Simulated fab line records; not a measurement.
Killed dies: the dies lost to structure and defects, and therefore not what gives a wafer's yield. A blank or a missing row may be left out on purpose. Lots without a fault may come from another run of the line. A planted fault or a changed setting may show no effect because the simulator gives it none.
fab line records | flow sfq-line
[record] lots = 6 | wafers = 18 | last-day = 80
route steps=325 shown INCOMING@1 L0@3
lots with no fault: from the same line, run without faults
start-h: start of the lot's first displayed wafer, in hours after the record's first day | wait-h: time in hours since the lot's previous step | " identical to the entry in the row above | L1.1+2: one row covering several wafers at once | - either no value or no given start | * or withheld: withheld | < > ~ a bound
route shown NAME@n: NAME is a module with steps in the file, n the number in the route of the first one | usual: mean and standard deviation over wafers with no fault | same: alike in all rows | chamber/n: place in a boat | sites: each site's reading | _std_site: how widely they spread, as a standard deviation | _edge_site: the outer-site mean with the inner-site mean subtracted | radius-mm: for every site, how far away it sits from the centre of the wafer | mask NAME#n: copy n | behind: tool/chamber where the wafer was last shaped | hold: cause of the lot's hold/its duration in hours/its outcome | device: transistor that didn't switch, given as n, p or np | end of line: tests of these same wafers at the route's end | step lacking rows: just its recipe | killed: at the first sort, the dies lost to defects and structure; wafer yield is something else | map: dies across one wafer; x = killed, . = not, _ = none there
set.NAME: the setting that was run; set.NAME@STEP: the one run at that earlier step | model.NAME: the simulator's own value behind a step, which no gauge read
lots at some steps of the route; a table a step, a row a wafer
services: the hour from which a tool's chamber was out of use, counted from the record's first day as start-h (under 0 if before that day), plus the number of hours and why
[[steps]]
[step SFQ_INCOMING_BOW_MEAS_900]
[recipe] mode = bow
[usual] INCOMING_BOW = 0/7
lot.wafer | tool          | chamber | start-h | wait-h | INCOMING_BOW[um]
L443.1    | film-metro-04 | -       | 25.00   | -      | 5
L443.3    | "             | -       | "       | "      | 8
L443.6    | "             | -       | "       | "      | -12
L447.2    | film-metro-02 | -       | 45.02   | -      | -4
L447.3    | "             | -       | "       | "      | -5
L447.6    | "             | -       | "       | "      | -8
L450.3    | film-metro-02 | -       | 60.04   | -      | 6
L450.5    | "             | -       | "       | "      | 2
L450.6    | "             | -       | "       | "      | 1
L451.1    | film-metro-01 | -       | 65.00   | -      | -1
L451.2    | "             | -       | "       | "      | 7
L451.3    | "             | -       | "       | "      | 0
L457.3    | film-metro-02 | -       | 95.04   | -      | 6
L457.4    | "             | -       | "       | "      | 10
L457.6    | "             | -       | "       | "      | -3
L459.3    | film-metro-01 | -       | 105.04  | -      | 9
L459.4    | "             | -       | "       | "      | -7
L459.5    | "             | -       | "       | "      | -4
[step SFQ_TRILAYER_INCOMING_OXIDATION_002]
[recipe] temp-c = 1000 | ambient = H2O | target-thk-a = 5000 | p-h2o-torr = 720 | ox-time-s = 4939
[step SFQ_TRILAYER_L0_DEP_SPUTTER_003]
[recipe] material = MoNx_KI | base-pressure-pa = 1.33e-06 | target-thk-nm = 40 | power-w = 800 | time-s = 100 | chamber-pressure-pa = 0.4
[usual] throttle-valve-pct = 29.7/0.9
lot.wafer | tool           | chamber | start-h | wait-h | throttle-valve-pct
L443.1    | pvd-sputter-06 | -       | 27.49   | 0.0    | 29.5
L443.3    | "              | -       | "       | "      | 28.7
L443.6    | "              | -       | "       | "      | 29.5
L447.2    | pvd-sputter-05 | -       | 47.49   | 0.0    | 29.3
L447.3    | "              | -       | "       | "      | 29.6
L447.6    | "              | -       | "       | "      | 29.3
L450.3    | pvd-sputter-06 | -       | 62.49   | 0.0    | 29.2
L450.5    | "              | -       | "       | "      | 29.6
L450.6    | "              | -       | "       | "      | 28.9
L451.1    | pvd-sputter-06 | -       | 67.49   | 0.0    | 29.5
L451.2    | "              | -       | "       | "      | 30.5
L451.3    | "              | -       | "       | "      | 28.7
L457.3    | pvd-sputter-04 | -       | 97.49   | 0.0    | 28.9
L457.4    | "              | -       | "       | "      | 30.5
L457.6    | "              | -       | "       | "      | 30.7
L459.3    | pvd-sputter-05 | -       | 107.49  | 0.0    | 29.2
L459.4    | "              | -       | "       | "      | 29.7
L459.5    | "              | -       | "       | "      | 30.0
[step SFQ_L0_RS_MEAS_901]
[recipe] thk-meas-gauge = four-point-probe | reads = MoNx_KI_of_TRILAYER_L0_DEP_SPUTTER_003
[usual] L0_MONX_KI_RS = 43.5/0.45
lot.wafer | tool          | chamber | start-h | wait-h | L0_MONX_KI_RS[ohm/sq]
L443.1    | film-metro-03 | -       | 27.56   | 0.0    | 42.8
L443.3    | "             | -       | "       | "      | 43.6
L443.6    | "             | -       | "       | "      | 43.2
L447.2    | film-metro-02 | -       | 47.58   | 0.1    | 43.6
L447.3    | "             | -       | "       | "      | 43.0
L447.6    | "             | -       | "       | "      | 43.0
L450.3    | film-metro-01 | -       | 62.60   | 0.1    | 43.4
L450.5    | "             | -       | "       | "      | 43.0
L450.6    | "             | -       | "       | "      | 43.4
L451.1    | film-metro-02 | -       | 67.56   | 0.0    | 42.6
L451.2    | "             | -       | "       | "      | 42.7
L451.3    | "             | -       | "       | "      | 43.3
L457.3    | film-metro-02 | -       | 97.61   | 0.1    | 42.5
L457.4    | "             | -       | "       | "      | 43.0
L457.6    | "             | -       | "       | "      | 43.2
L459.3    | film-metro-01 | -       | 107.60  | 0.1    | 43.4
L459.4    | "             | -       | "       | "      | 43.0
L459.5    | "             | -       | "       | "      | 43.3
[step SFQ_L0_THK_MEAS_902]
[recipe] thk-meas-gauge = xrf | reads = MoNx_KI_of_TRILAYER_L0_DEP_SPUTTER_003
[usual] L0_MONX_KI_THK = 39.4/0.45
lot.wafer | tool          | chamber | start-h | wait-h | L0_MONX_KI_THK[nm]
L443.1    | film-metro-03 | -       | 27.68   | 0.1    | 39.6
L443.3    | "             | -       | "       | "      | 39.2
L443.6    | "             | -       | "       | "      | 39.5
L447.2    | film-metro-02 | -       | 47.69   | 0.1    | 39.0
L447.3    | "             | -       | "       | "      | 40.0
L447.6    | "             | -       | "       | "      | 39.7
L450.3    | film-metro-01 | -       | 62.70   | 0.1    | 39.6
L450.5    | "             | -       | "       | "      | 39.8
L450.6    | "             | -       | "       | "      | 39.3
L451.1    | film-metro-02 | -       | 67.68   | 0.1    | 40.3
L451.2    | "             | -       | "       | "      | 40.2
L451.3    | "             | -       | "       | "      | 39.6
L457.3    | film-metro-02 | -       | 97.71   | 0.1    | 40.3
L457.4    | "             | -       | "       | "      | 40.1
L457.6    | "             | -       | "       | "      | 39.9
L459.3    | film-metro-01 | -       | 107.70  | 0.1    | 39.6
L459.4    | "             | -       | "       | "      | 39.8
L459.5    | "             | -       | "       | "      | 39.5
[step SFQ_TRILAYER_L0_LITHO_COAT_010]
[recipe] resist = BARC | spin-rpm = 3000 | resist-thk-nm = 62
[step SFQ_TRILAYER_L0_LITHO_COAT_005]
[recipe] resist = KrF | spin-rpm = 3000 | resist-thk-nm = 600
[step SFQ_TRILAYER_L0_LITHO_SOFTBAKE_009]
[recipe] temp-c = withheld | time-s = withheld | resist = KrF
[step SFQ_TRILAYER_L0_LITHO_EXPOSE_006]
[recipe] mask-id = L0 | na = 0.6 | source-shape = conventional | sigma-outer = 0.65 | target-cd-nm = 2000 | dose-mj = 14.4
[step SFQ_TRILAYER_L0_LITHO_PEB_008]
[recipe] peb-temp-c = 115 | peb-time-s = 60 | resist = KrF
[step SFQ_TRILAYER_L0_LITHO_DEVELOP_007]
[recipe] time-s = 60 | resist = KrF
[step SFQ_TRILAYER_L0_BARC_OPEN_METAL_ETCH_010]
[recipe] mask-material = PR | chemistry = O2 | target-depth-nm = 125 | target = BARC | icp-w = 600 | bias-w = 80 | pressure-mtorr = 10 | time-s = 41.7
[usual] drypump-motor-current-A = 5.9/0.59 | oes-product-au = 0.685/0.0046
lot.wafer | tool         | chamber | start-h | wait-h | drypump-motor-current-A | oes-product-au | rf-hours-counter-h | model.KrF_of_TRILAYER_L0_LITHO_COAT_005.thk-nm
L443.1    | rie-metal-01 | 1       | 101.80  | 0.1    | 6.3                     | 0.685          | 49                 | 523.8
L443.3    | "            | 0       | "       | "      | 5.3                     | 0.685          | -                  | 528
L443.6    | "            | 1       | "       | "      | 6.3                     | 0.687          | -                  | 525.7
L447.2    | rie-metal-04 | 0       | 124.60  | 0.1    | 5.6                     | 0.685          | 122                | 524.4
L447.3    | "            | 0       | "       | "      | 5.6                     | 0.678          | -                  | 525.5
L447.6    | "            | 1       | "       | "      | 4.8                     | 0.692          | -                  | 523.3
L450.3    | rie-metal-04 | 0       | 143.94  | 0.1    | 5.7                     | 0.686          | -                  | 525.1
L450.5    | "            | 0       | "       | "      | 5.7                     | 0.682          | -                  | 527.3
L450.6    | "            | 1       | "       | "      | 4.7                     | 0.686          | -                  | 540.6
L451.1    | rie-metal-04 | 1       | 148.72  | 0.1    | 4.7                     | 0.690          | 98                 | 534.7
L451.2    | "            | 0       | "       | "      | 5.7                     | 0.685          | 126                | 534.3
L451.3    | "            | 1       | "       | "      | 4.8                     | 0.684          | -                  | 521.9
L457.3    | rie-metal-02 | 1       | 175.59  | 0.1    | 6.3                     | 0.683          | -                  | 521.1
L457.4    | "            | 0       | "       | "      | 6.6                     | 0.687          | -                  | 521
L457.6    | "            | 0       | "       | "      | 6.5                     | 0.676          | -                  | 521.4
L459.3    | rie-metal-02 | 0       | 191.42  | 0.1    | 6.5                     | 0.685          | -                  | 523
L459.4    | "            | 1       | "       | "      | 6.3                     | 0.690          | -                  | 522.8
L459.5    | "            | 1       | "       | "      | 6.3                     | 0.689          | -                  | 521.6
[step SFQ_TRILAYER_L0_ETCH_METAL_ETCH_008]
[recipe] target = MoNx_KI | stop-on = SiO2 | mask-material = PR | chemistry = SF6/O2 | target-depth-nm = 50 | icp-w = 600 | bias-w = 80 | pressure-mtorr = 10 | time-s = 25
[usual] drypump-motor-current-A = 5.9/0.59 | oes-product-au = 0.874/0.0063
lot.wafer | tool         | chamber | start-h | wait-h | drypump-motor-current-A | oes-product-au | rf-hours-counter-h | model.KrF_of_TRILAYER_L0_LITHO_COAT_005.thk-nm
L443.1    | rie-metal-01 | 1       | 101.88  | 0.1    | 6.3                     | 0.884          | 49                 | 482.3
L443.3    | "            | 0       | "       | "      | 5.3                     | 0.871          | -                  | 486.7
L443.6    | "            | 1       | "       | "      | 6.3                     | 0.872          | -                  | 484.2
L447.2    | rie-metal-04 | 0       | 124.66  | 0.0    | 5.7                     | 0.863          | 123                | 482.9
L447.3    | "            | 0       | "       | "      | 5.7                     | 0.879          | -                  | 484
L447.6    | "            | 1       | "       | "      | 4.7                     | 0.877          | -                  | 481.2
L450.3    | rie-metal-04 | 0       | 144.00  | 0.0    | 5.7                     | 0.873          | -                  | 483.7
L450.5    | "            | 0       | "       | "      | 5.7                     | 0.881          | -                  | 486.2
L450.6    | "            | 1       | "       | "      | 4.7                     | 0.875          | -                  | 499.1
L451.1    | rie-metal-04 | 1       | 148.78  | 0.0    | 4.7                     | 0.880          | 98                 | 492.7
L451.2    | "            | 0       | "       | "      | 5.7                     | 0.880          | 126                | 492.6
L451.3    | "            | 1       | "       | "      | 4.7                     | 0.878          | -                  | 479.9
L457.3    | rie-metal-02 | 1       | 175.64  | 0.0    | 6.3                     | 0.882          | -                  | 479
L457.4    | "            | 0       | "       | "      | 6.6                     | 0.878          | -                  | 479.7
L457.6    | "            | 0       | "       | "      | 6.6                     | 0.878          | -                  | 479.9
L459.3    | rie-metal-02 | 0       | 191.48  | 0.0    | 6.5                     | 0.876          | -                  | 481.5
L459.4    | "            | 1       | "       | "      | 6.3                     | 0.878          | -                  | 480.6
L459.5    | "            | 1       | "       | "      | 6.3                     | 0.877          | -                  | 479.6
[step SFQ_TRILAYER_L0_STRIP_STRIP_009]
[recipe] gas = O2 | power-w = 200 | platen-temp-c = 40 | overash-fraction = 0.65 | chemistry = O2 | pressure-mtorr = 50
[usual] drypump-motor-current-A = 5.9/0.59 | oes-product-au = 1.001/0.0077
lot.wafer | tool         | chamber | start-h | wait-h | drypump-motor-current-A | oes-product-au | rf-hours-counter-h
L443.1    | rie-metal-01 | 1       | 101.94  | 0.0    | 6.3                     | 0.997          | 49
L443.3    | "            | 0       | "       | "      | 5.3                     | 0.999          | -
L443.6    | "            | 1       | "       | "      | 6.3                     | 1.009          | -
L447.2    | rie-metal-04 | 0       | 124.70  | 0.0    | 5.7                     | 0.992          | 123
L447.3    | "            | 0       | "       | "      | 5.7                     | 0.990          | -
L447.6    | "            | 1       | "       | "      | 4.7                     | 0.997          | -
L450.3    | rie-metal-04 | 0       | 144.23  | 0.2    | 5.7                     | 1.011          | -
L450.5    | "            | 0       | "       | "      | 5.7                     | 0.999          | -
L450.6    | "            | 1       | "       | "      | 4.7                     | 1.002          | -
L451.1    | rie-metal-04 | 1       | 148.83  | 0.0    | 4.8                     | 0.988          | 98
L451.2    | "            | 0       | "       | "      | 5.7                     | 1.001          | 126
L451.3    | "            | 1       | "       | "      | 4.8                     | 0.999          | -
L457.3    | rie-metal-02 | 1       | 175.87  | 0.2    | 6.3                     | 1.017          | -
L457.4    | "            | 0       | "       | "      | 6.6                     | 1.003          | -
L457.6    | "            | 0       | "       | "      | 6.5                     | 1.006          | -
L459.3    | rie-metal-02 | 0       | 191.71  | 0.2    | 6.6                     | 1.002          | -
L459.4    | "            | 1       | "       | "      | 6.3                     | 1.012          | -
L459.5    | "            | 1       | "       | "      | 6.3                     | 1.004          | -
[[services]]
tool           | chamber | start-h | hours | kind
rie-metal-02   | -       | 8.40    | 0.3   | repair
pvd-sputter-06 | -       | 51.06   | 9.3   | repair
pvd-sputter-05 | -       | 66.03   | 1.2   | repair
pvd-sputter-06 | 3       | 100.30  | -     | consumable-replace:kit
pvd-sputter-06 | 3       | 100.30  | 18.0  | scheduled-down
pvd-sputter-06 | 3       | 100.30  | 18.0  | vent-cycle
pvd-sputter-04 | -       | 131.05  | 4.6   | repair
rie-metal-01   | -       | 140.92  | 2.8   | pm
pvd-sputter-05 | -       | 169.41  | 7.6   | repair
pvd-sputter-04 | 1       | 183.99  | -     | consumable-replace:kit
pvd-sputter-04 | 1       | 183.99  | 18.0  | scheduled-down
pvd-sputter-04 | 1       | 183.99  | 18.0  | vent-cycle
[[key]]
first-sign none at tools or gauges
[model-effect] step = SFQ_TRILAYER_L0_BARC_OPEN_METAL_ETCH_010 | value = KrF_of_TRILAYER_L0_LITHO_COAT_005.thk-nm | without = 524.6 | struck = 536.5
[model-effect] step = SFQ_TRILAYER_L0_ETCH_METAL_ETCH_008 | value = KrF_of_TRILAYER_L0_LITHO_COAT_005.thk-nm | without = 482.9 | struck = 494.8
met-at SFQ_TRILAYER_L0_BARC_OPEN_METAL_ETCH_010
struck-wafers L450.6,L451.1,L451.2
onset-between 124.60 143.94
[fault] kind = process-parameter-drift | tool = rie-metal-04 | chamber = - | onset-h = 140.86 | steps = SFQ_TRILAYER_L0_BARC_OPEN_METAL_ETCH_010 | channel = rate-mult | offset = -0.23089 | shape = step | end-h = 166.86 | scope = struck-wafers-only
